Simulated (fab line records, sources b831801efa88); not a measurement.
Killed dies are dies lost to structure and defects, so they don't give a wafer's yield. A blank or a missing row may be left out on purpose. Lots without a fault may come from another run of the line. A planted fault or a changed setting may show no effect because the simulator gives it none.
Which tool did it? | flow gf180mcu | 14 lots, 42 wafers sampled, at 2 steps of a route of 602

WHAT THE GAUGES READ, wafer by wafer
GF_V3_CD_MEAS_14: target cd 260 nm.
lot  | measured     | on        | cd_nm (nm)
L234 | day 22 20:41 | cd_sem-01 | 260.3 260.3 259.8
L236 | day 23 09:59 | cd_sem-01 | 259.7 259.0 258.4
L238 | day 24 03:55 | cd_sem-02 | 261.1 260.2 259.7
L243 | day 25 13:08 | cd_sem-01 | 261.1 261.0 260.7
L244 | day 26 02:08 | cd_sem-02 | 260.1 259.2 259.8
L247 | day 26 21:26 | cd_sem-02 | 261.3 260.4 259.7
L248 | day 27 03:59 | cd_sem-02 | 260.4 260.4 260.2
L249 | day 27 10:16 | cd_sem-02 | 259.7 259.8 259.9
L251 | day 28 05:47 | cd_sem-02 | 263.3 262.4 262.2
L253 | day 28 15:32 | cd_sem-01 | 258.5 257.7 258.3
L254 | day 28 20:38 | cd_sem-02 | 262.0 261.9 262.7
L255 | day 29 10:31 | cd_sem-02 | 261.1 260.2 259.8
L256 | day 29 10:55 | cd_sem-01 | 259.5 259.6 258.6
L257 | day 29 16:43 | cd_sem-02 | 260.5 260.9 260.0

WHICH TOOL RAN EACH LOT (tool, then ch and the chambers of the sampled wafers, then the start)
lot  | GF_POLY_GATE_CLEAN_15
L234 | wet_bench-04 ch 1, day 9 12:17
L236 | wet_bench-04 ch 2, day 9 21:57
L238 | wet_bench-02 ch 3, day 10 14:25
L243 | wet_bench-04 ch 0, day 11 19:22
L244 | wet_bench-04 ch 1, day 12 06:31
L247 | wet_bench-03 ch 2, day 13 02:49
L248 | wet_bench-03 ch 1, day 13 08:58
L249 | wet_bench-03 ch 3, day 13 15:01
L251 | wet_bench-02 ch 3, day 14 08:12
L253 | wet_bench-02 ch 1, day 14 22:12
L254 | wet_bench-04 ch 2, day 15 02:06
L255 | wet_bench-02 ch 1, day 15 17:28
L256 | wet_bench-03 ch 0, day 15 21:19
L257 | wet_bench-04 ch 3, day 16 03:22
- GF_POLY_GATE_CLEAN_15: cleans in SC1/SC2, time 150 s.

WHAT THE TOOLS THEMSELVES READ (means of the sampled wafers that have a number; where no wafer has one, the mark that the record gives instead)
The record holds no such reading with a usual standard deviation.

THE ANSWER, worked out from the rows above alone
Rule: what is usual is taken from the lots themselves. Put in order of their means at a reading, lots are off if they are a third of the lots or fewer, leave a main group of 4 or more, and stand apart from it by a gap of 3 or more times the standard deviation of the main group's means; of several such gaps the widest counts. A main group whose means are all the same, to the digits that the tables above print for the reading, isn't used. A lot without any number at a reading at which 4 lots or more have one is off too. The other lots that the step has rows for count as sound. The gauges are gone through in route order, then the tools' own readings, and for those a lot's mean is taken as printed above. The first step at which some lot is off is used, and at that step the reading that is off furthest; a lot without a number counts as furthest.
No lot is off at any reading shown: from this, nothing can be told.

WHAT THE SIMULATOR HAD PUT IN
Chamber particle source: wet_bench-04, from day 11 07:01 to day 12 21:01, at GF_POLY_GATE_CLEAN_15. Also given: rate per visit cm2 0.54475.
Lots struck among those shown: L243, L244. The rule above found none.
